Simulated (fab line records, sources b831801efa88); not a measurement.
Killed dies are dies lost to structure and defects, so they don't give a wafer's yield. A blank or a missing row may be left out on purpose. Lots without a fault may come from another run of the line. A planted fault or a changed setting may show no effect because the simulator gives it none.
Which tool did it? | flow sky130 | 24 lots, 72 wafers sampled, at 6 steps of a route of 708

WHAT THE GAUGES READ, wafer by wafer
SKY_METAL1_THK_MEAS_06: measures by xrf. Usual: METAL1_ALCU_THK 253 nm, standard deviation 3.1.
lot  | measured     | on            | METAL1_ALCU_THK (nm) | flag
L075 | day 31 19:53 | film_metro-04 | 252 249 253          |
L074 | day 31 20:11 | film_metro-02 | 250 257 253          |
L076 | day 32 06:38 | film_metro-02 | 252 251 255          |
L077 | day 32 15:29 | film_metro-02 | 257 256 261          |
L078 | day 33 01:48 | film_metro-04 | 254 260 255          |
L079 | day 33 06:46 | film_metro-04 | 250 251 254          |
L080 | day 33 16:55 | film_metro-02 | 252 251 253          |
L082 | day 34 00:40 | film_metro-01 | 248 251 252          |
L081 | day 34 04:24 | film_metro-04 | 254 253 256          |
L083 | day 34 15:07 | film_metro-02 | 250 249 249          |
L084 | day 34 23:28 | film_metro-01 | 247 251 251          |
L085 | day 35 08:02 | film_metro-04 | 258 254 253          |
L087 | day 35 15:46 | film_metro-04 | 256 258 257          |
L086 | day 36 03:55 | film_metro-02 | 254 253 253          |
L088 | day 36 06:58 | film_metro-02 | 252 253 255          |
L089 | day 36 13:29 | film_metro-01 | 253 255 252          |
L091 | day 37 16:38 | film_metro-02 | 253 249 250          |
L090 | day 37 19:11 | film_metro-04 | 255 257 253          |
L093 | day 37 23:39 | film_metro-04 | 255 255 254          |
L094 | day 38 05:07 | film_metro-04 | 256 255 258          |
L092 | day 38 07:36 | film_metro-01 | 248 251 249          |
L095 | day 38 11:28 | film_metro-02 | 254 257 252          |
L096 | day 38 18:26 | film_metro-04 | 257 252 255          |
L097 | day 39 02:52 | film_metro-01 | 247 248 248          |

SKY_METAL1_CD_MEAS_15: target cd 140 nm. Usual: cd_nm 139.7 nm, standard deviation 1.2.
lot  | measured     | on        | cd_nm (nm)        | flag
L075 | day 32 23:08 | cd_sem-01 | 139.7 137.8 140.2 |
L074 | day 32 23:29 | cd_sem-02 | 143.0 143.7 140.0 |
L076 | day 33 09:01 | cd_sem-02 | 138.4 139.7 139.2 |
L077 | day 33 17:23 | cd_sem-02 | 140.0 139.2 138.0 |
L078 | day 34 04:08 | cd_sem-01 | 139.9 138.2 138.1 |
L079 | day 34 08:31 | cd_sem-02 | 139.6 140.5 138.7 |
L080 | day 34 19:27 | cd_sem-01 | 140.9 137.9 139.8 |
L082 | day 35 02:36 | cd_sem-02 | 141.0 140.6 140.7 |
L081 | day 35 06:47 | cd_sem-01 | 138.4 141.3 139.6 |
L083 | day 35 17:18 | cd_sem-02 | 140.9 140.0 137.9 |
L084 | day 36 02:01 | cd_sem-01 | 138.2 138.7 138.9 |
L085 | day 36 09:43 | cd_sem-01 | 138.5 139.8 141.9 |
L087 | day 36 17:00 | cd_sem-01 | 141.2 141.3 139.8 |
L086 | day 37 05:22 | cd_sem-02 | 141.4 141.2 141.5 |
L088 | day 37 08:26 | cd_sem-02 | 139.6 139.6 140.4 |
L089 | day 37 15:35 | cd_sem-01 | 141.5 141.6 141.0 |
L091 | day 38 18:04 | cd_sem-01 | 140.8 139.5 138.6 |
L090 | day 38 20:37 | cd_sem-01 | 139.7 140.4 140.0 |
L093 | day 39 00:11 | cd_sem-02 | 140.4 138.4 139.0 |
L094 | day 39 05:04 | cd_sem-02 | 137.9 138.2 139.0 |
L092 | day 39 07:56 | cd_sem-02 | 137.9 138.6 138.6 |
L095 | day 39 12:22 | cd_sem-02 | 139.3 138.9 140.3 |
L096 | day 39 19:00 | cd_sem-01 | 140.6 140.8 140.7 |
L097 | day 40 03:37 | cd_sem-02 | 137.9 137.5 137.7 |

SKY_VIA1_THK_MEAS_01. Usual: VIA1_HDPCVD_THK 1021 nm, standard deviation 17.
lot  | measured     | on            | VIA1_HDPCVD_THK (nm) | flag
L075 | day 33 00:23 | film_metro-03 | 1013 988 1019        |
L074 | day 33 00:32 | film_metro-01 | 1058 1031 1021       |
L076 | day 33 10:09 | film_metro-03 | 1051 1050 1019       |
L077 | day 33 18:31 | film_metro-03 | 1008 1001 1018       |
L078 | day 34 05:15 | film_metro-02 | 1024 1019 999        |
L079 | day 34 09:33 | film_metro-01 | 1040 1036 1051       |
L080 | day 34 20:29 | film_metro-02 | 1045 1031 1011       |
L082 | day 35 03:41 | film_metro-02 | 1018 1033 1011       |
L081 | day 35 07:52 | film_metro-01 | 1000 992 1007        |
L083 | day 35 18:20 | film_metro-02 | 1014 999 1009        |
L084 | day 36 03:04 | film_metro-02 | 1046 1030 1012       |
L085 | day 36 10:48 | film_metro-01 | 1024 1006 993        |
L087 | day 36 18:07 | film_metro-01 | 1053 1028 1036       |
L086 | day 37 06:25 | film_metro-03 | 1017 987 1005        |
L088 | day 37 09:28 | film_metro-01 | 1010 1019 989        |
L089 | day 37 16:38 | film_metro-03 | 1034 1019 1019       |
L091 | day 38 19:06 | film_metro-02 | 1036 1049 1040       |
L090 | day 38 21:59 | film_metro-02 | 1043 1005 1029       |
L093 | day 39 01:38 | film_metro-01 | 995 1012 998         |
L094 | day 39 06:06 | film_metro-02 | 1041 1048 1062       |
L092 | day 39 08:58 | film_metro-01 | 1003 1022 1016       |
L095 | day 39 13:28 | film_metro-03 | 1021 1020 1009       |
L096 | day 39 20:02 | film_metro-02 | 1036 1029 1005       |
L097 | day 40 04:39 | film_metro-01 | 1034 1024 1034       |

SKY_METAL2_OVL_MEAS_16. Usual: METAL2_OVL 1 nm, standard deviation 4.5.
lot  | measured     | on         | METAL2_OVL (nm) | flag
L075 | day 35 08:07 | overlay-02 | -1 -4 -4        |
L074 | day 35 08:34 | overlay-02 | 0 2 2           |
L076 | day 35 16:46 | overlay-01 | 2 2 4           |
L077 | day 36 02:00 | overlay-02 | 3 -2 5          |
L078 | day 36 11:55 | overlay-02 | 3 0 -5          |
L079 | day 36 15:02 | overlay-02 | 5 10 7          |
L080 | day 37 02:01 | overlay-02 | 4 6 0           |
L082 | day 37 09:44 | overlay-02 | 11 5 -1         |
L081 | day 37 12:51 | overlay-01 | -1 -8 -9        |
L083 | day 38 00:04 | overlay-02 | -6 -4 -8        |
L084 | day 38 08:05 | overlay-02 | 5 1 2           |
L085 | day 38 16:23 | overlay-02 | 6 1 3           |
L087 | day 38 22:43 | overlay-01 | -2 -5 3         |
L086 | day 39 11:28 | overlay-01 | 6 9 3           |
L088 | day 39 14:26 | overlay-01 | -2 5 4          |
L089 | day 39 21:30 | overlay-01 | 4 -5 -6         |
L091 | day 40 23:02 | overlay-01 | -3 0 -1         |
L090 | day 41 01:40 | overlay-02 | -3 -1 -1        |
L093 | day 41 05:16 | overlay-02 | -3 -2 -3        |
L094 | day 41 09:20 | overlay-02 | 4 -2 4          |
L092 | day 41 11:55 | overlay-01 | 4 2 3           |
L095 | day 41 15:34 | overlay-02 | 5 -1 1          |
L096 | day 41 23:19 | overlay-02 | 7 7 4           |
L097 | day 42 07:23 | overlay-02 | 10 5 7          |

WHICH TOOL RAN EACH LOT (tool, then ch and the chambers of the sampled wafers, then the start)
lot  | SKY_CONTACT_STRIP_19                 | SKY_CONTACT_SPUTTER_23
L075 | plasma_asher-03 ch 0,1, day 31 18:20 | pvd_sputter-02, day 31 18:58
L074 | plasma_asher-03 ch 0,1, day 31 18:41 | pvd_sputter-04, day 31 19:17
L076 | plasma_asher-04 ch 0,1, day 32 05:07 | pvd_sputter-03, day 32 05:43
L077 | plasma_asher-02 ch 0,1, day 32 13:53 | pvd_sputter-03, day 32 14:34
L078 | plasma_asher-03 ch 0,1, day 33 00:17 | pvd_sputter-03, day 33 00:53
L079 | plasma_asher-03 ch 0,1, day 33 05:13 | pvd_sputter-03, day 33 05:49
L080 | plasma_asher-03 ch 0,1, day 33 15:14 | pvd_sputter-02, day 33 15:59
L082 | plasma_asher-04 ch 0,1, day 33 23:02 | pvd_sputter-03, day 33 23:44
L081 | plasma_asher-03 ch 1, day 34 02:35   | pvd_sputter-03, day 34 03:19
L083 | plasma_asher-02 ch 0,1, day 34 13:32 | pvd_sputter-02, day 34 14:11
L084 | plasma_asher-03 ch 0,1, day 34 21:55 | pvd_sputter-03, day 34 22:32
L085 | plasma_asher-02 ch 0, day 35 06:29   | pvd_sputter-02, day 35 07:07
L087 | plasma_asher-03 ch 0,1, day 35 14:14 | pvd_sputter-02, day 35 14:51
L086 | plasma_asher-04 ch 0,1, day 36 02:14 | pvd_sputter-03, day 36 02:50
L088 | plasma_asher-04 ch 0,1, day 36 05:28 | pvd_sputter-03, day 36 06:02
L089 | plasma_asher-02 ch 0,1, day 36 11:56 | pvd_sputter-04, day 36 12:34
L091 | plasma_asher-04 ch 0,1, day 37 15:05 | pvd_sputter-03, day 37 15:43
L090 | plasma_asher-03 ch 0,1, day 37 17:40 | pvd_sputter-04, day 37 18:14
L093 | plasma_asher-02 ch 0,1, day 37 22:05 | pvd_sputter-03, day 37 22:42
L094 | plasma_asher-03 ch 0,1, day 38 03:32 | pvd_sputter-02, day 38 04:10
L092 | plasma_asher-04 ch 0,1, day 38 06:04 | pvd_sputter-03, day 38 06:40
L095 | plasma_asher-02 ch 0,1, day 38 09:56 | pvd_sputter-03, day 38 10:33
L096 | plasma_asher-02 ch 0, day 38 16:53   | pvd_sputter-03, day 38 17:31
L097 | plasma_asher-02 ch 0,1, day 39 01:22 | pvd_sputter-04, day 39 01:56
- SKY_CONTACT_STRIP_19: strips in O2/N2.
- SKY_CONTACT_SPUTTER_23: material TiN, target thk 20 nm, time 80 s.

WHAT THE TOOLS THEMSELVES READ (means of the sampled wafers that have a number; where no wafer has one, the mark that the record gives instead)
SKY_CONTACT_STRIP_19. Usual: drypump_motor_current_A 5.59 A, standard deviation 0.2; oes_product_au 0.381 a.u., standard deviation 0.0046; strip_time_to_endpoint_s 3.61 s, standard deviation 0.039.
lot  | tool            | drypump_motor_current_A (A) | oes_product_au (a.u.) | strip_time_to_endpoint_s (s) | flag
L075 | plasma_asher-03 | 5.78                        | 0.384                 | 3.62                         |
L074 | plasma_asher-03 | 5.78                        | 0.383                 | 3.65                         |
L076 | plasma_asher-04 | 5.49                        | 0.377                 | 3.59                         |
L077 | plasma_asher-02 | 5.51                        | 0.382                 | 3.61                         |
L078 | plasma_asher-03 | 5.61                        | 0.382                 | 3.62                         |
L079 | plasma_asher-03 | 5.63                        | 0.383                 | 3.59                         |
L080 | plasma_asher-03 | 5.78                        | 0.380                 | 3.63                         |
L082 | plasma_asher-04 | 5.49                        | 0.381                 | 3.63                         |
L081 | plasma_asher-03 | 5.95                        | 0.375                 | 3.61                         |
L083 | plasma_asher-02 | 5.51                        | 0.374                 | 3.57                         |
L084 | plasma_asher-03 | 5.79                        | 0.383                 | 3.60                         |
L085 | plasma_asher-02 | 5.47                        | 0.378                 | 3.59                         |
L087 | plasma_asher-03 | 5.61                        | 0.383                 | 3.58                         |
L086 | plasma_asher-04 | 5.49                        | 0.377                 | 3.58                         |
L088 | plasma_asher-04 | 5.59                        | 0.384                 | 3.65                         |
L089 | plasma_asher-02 | 5.51                        | 0.379                 | 3.61                         |
L091 | plasma_asher-04 | 5.49                        | 0.383                 | 3.62                         |
L090 | plasma_asher-03 | 5.60                        | 0.382                 | 3.61                         |
L093 | plasma_asher-02 | 5.48                        | 0.382                 | 3.62                         |
L094 | plasma_asher-03 | 5.77                        | 0.381                 | 3.66                         |
L092 | plasma_asher-04 | 5.60                        | 0.384                 | 3.61                         |
L095 | plasma_asher-02 | 5.51                        | 0.374                 | 3.58                         |
L096 | plasma_asher-02 | 5.47                        | 0.385                 | 3.61                         |
L097 | plasma_asher-02 | 5.50                        | 0.382                 | 3.60                         |

SKY_CONTACT_SPUTTER_23. Usual: chamber_pressure_pa 5.003 Pa, standard deviation 0.011; throttle_valve_pct 30.1 %, standard deviation 0.57.
lot  | tool           | chamber_pressure_pa (Pa) | throttle_valve_pct (%) | flag
L075 | pvd_sputter-02 | 4.998                    | 30.3                   |
L074 | pvd_sputter-04 | 4.994                    | 29.8                   |
L076 | pvd_sputter-03 | 5.006                    | 29.9                   |
L077 | pvd_sputter-03 | 5.011                    | 29.9                   |
L078 | pvd_sputter-03 | 5.004                    | 30.0                   |
L079 | pvd_sputter-03 | 4.990                    | 30.7                   |
L080 | pvd_sputter-02 | 5.002                    | 29.9                   |
L082 | pvd_sputter-03 | 4.999                    | 30.2                   |
L081 | pvd_sputter-03 | 5.005                    | 30.3                   |
L083 | pvd_sputter-02 | 5.027                    | 30.0                   |
L084 | pvd_sputter-03 | 4.994                    | 30.5                   |
L085 | pvd_sputter-02 | 5.005                    | 29.9                   |
L087 | pvd_sputter-02 | 4.993                    | 29.8                   |
L086 | pvd_sputter-03 | 5.008                    | 30.0                   |
L088 | pvd_sputter-03 | 5.002                    | 30.4                   |
L089 | pvd_sputter-04 | 5.012                    | 29.5                   |
L091 | pvd_sputter-03 | 4.996                    | 30.0                   |
L090 | pvd_sputter-04 | 4.999                    | 29.8                   |
L093 | pvd_sputter-03 | 5.011                    | 29.6                   |
L094 | pvd_sputter-02 | 5.002                    | 30.4                   |
L092 | pvd_sputter-03 | 5.003                    | 30.4                   |
L095 | pvd_sputter-03 | 5.003                    | 30.3                   |
L096 | pvd_sputter-03 | 5.013                    | 30.3                   |
L097 | pvd_sputter-04 | 4.999                    | 29.6                   |

THE ANSWER, worked out from the rows above alone
Rule: a lot is off if the mean of its wafers that have a number lies more than 3 standard deviations from the usual mean. A lot without any number at a reading at which 4 lots or more have one is off too. The other lots that the step has rows for count as sound. The gauges are gone through in route order, then the tools' own readings, and for those a lot's mean is taken as printed above. The first step at which some lot is off is used, and at that step the reading that is off furthest; a lot without a number counts as furthest.
No lot is off at any reading shown: from this, nothing can be told.

WHAT THE SIMULATOR HAD PUT IN
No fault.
